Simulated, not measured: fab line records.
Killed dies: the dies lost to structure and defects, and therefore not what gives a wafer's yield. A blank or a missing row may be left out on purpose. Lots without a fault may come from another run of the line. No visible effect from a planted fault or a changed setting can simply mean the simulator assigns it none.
Which of the tools did it?    flow sky130    12 lots, 36 wafers sampled, at 1 step of a route of 708

WHAT EACH GAUGE READ, for each wafer
SKY_VIA4_OVL_MEAS_11.
lot   measured      on          VIA4_OVL (nm)
L857  day 43 05:34  overlay-02  -1.2 0.6 -1.1
L859  day 43 18:18  overlay-02  -1.0 -1.4 -2.2
L860  day 43 23:35  overlay-02  -1.2 -0.9 0.1
L862  day 45 11:05  overlay-02  -0.5 -2.0 0.2
L865  day 46 10:25  overlay-01  -0.2 0.4 -0.5
L864  day 46 13:24  overlay-02  0.3 0.3 1.7
L868  day 46 23:02  overlay-02  0.8 1.1 0.7
L872  day 47 16:47  overlay-02  -2.4 -0.9 -0.4
L873  day 48 02:02  overlay-02  0.1 0.6 -1.2
L875  day 48 08:10  overlay-01  -1.0 0.9 0.7
L877  day 48 14:41  overlay-01  -1.6 0.7 -1.1
L879  day 48 20:22  overlay-01  -0.5 -1.3 0.2

TOOL THAT RAN EACH LOT (tool first, then ch and the chambers of the sampled wafers, then the start)
The record shows no process step preceding these readings.

WHAT THE TOOLS THEMSELVES READ (means of the sampled wafers that have a number; where no wafer has one, the mark that the record gives instead)
The record holds no such reading with a usual standard deviation.

THE ANSWER, worked out from the rows above alone
Rule: usual is defined by the lots themselves. The widest of any qualifying gaps counts: lots, ordered by their means at a reading, are off when they make up no more than a third of the lots, leave a main group of 4 or more, and stand apart from it by 3 or more times the standard deviation of that group's means. A main group is skipped when, at the precision printed for the reading in the tables above, its means are all equal. Also off: a lot with no number at a reading for which 4 or more lots have one. Where the step has rows for the other lots, those lots are counted as sound. After the gauges, taken in route order, come the tools' own readings; for these a lot's mean is taken, as printed above. At the first step where some lot is off, the reading lying furthest off is the one used; lots without a number count as furthest.
Across all readings shown, no lot is off: no conclusion can be drawn from this.

WHAT WAS PUT IN BY THE SIMULATOR
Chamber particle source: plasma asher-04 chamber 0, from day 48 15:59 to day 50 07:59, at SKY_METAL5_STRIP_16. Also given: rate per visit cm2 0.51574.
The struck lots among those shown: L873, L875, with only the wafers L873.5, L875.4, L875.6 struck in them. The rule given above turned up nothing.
